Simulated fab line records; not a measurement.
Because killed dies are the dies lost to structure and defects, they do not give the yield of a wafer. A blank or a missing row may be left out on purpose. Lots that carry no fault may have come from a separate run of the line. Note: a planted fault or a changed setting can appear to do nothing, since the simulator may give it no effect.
The tool behind it: which one?	flow sfqLine	7 lots, 21 wafers sampled, at 1 step of a route of 325

WHAT THE GAUGES READ, wafer by wafer
SFQ_C5_OVL_MEAS_937.
lot	measured	on	C5_OVL (nm)
L158	day 63 14:26	overlay-01	-1 0 -1
L160	day 63 23:29	overlay-02	6 3 3
L162	day 64 07:14	overlay-02	9 2 8
L166	day 66 00:36	overlay-01	12 11 8
L168	day 66 11:13	overlay-02	7 5 5
L173	day 67 09:38	overlay-01	-4 1 -2
L178	day 67 23:58	overlay-02	1 -1 4

WHAT TOOL EACH LOT RAN ON (gives the tool, then ch and the chambers of the sampled wafers, and finally the start)
There is no process step in the record ahead of these readings.

THE ANSWER, worked out from the rows above alone
Rule: the usual values come from the lots themselves. The widest of any qualifying gaps counts: lots, ordered by their means at a reading, are off when they make up no more than a third of the lots, leave a main group of 4 or more, and stand apart from it by 3 or more times the standard deviation of that group's means. If all means in a main group match to the digits the tables above print for the reading, that group is not used. A lot without any number at a reading at which 4 lots or more have one is off too. Where the step has rows for the other lots, those lots are counted as sound.
Across all readings shown, no lot is off: no conclusion can be drawn from this.

WHAT HAD BEEN PUT IN BY THE SIMULATOR
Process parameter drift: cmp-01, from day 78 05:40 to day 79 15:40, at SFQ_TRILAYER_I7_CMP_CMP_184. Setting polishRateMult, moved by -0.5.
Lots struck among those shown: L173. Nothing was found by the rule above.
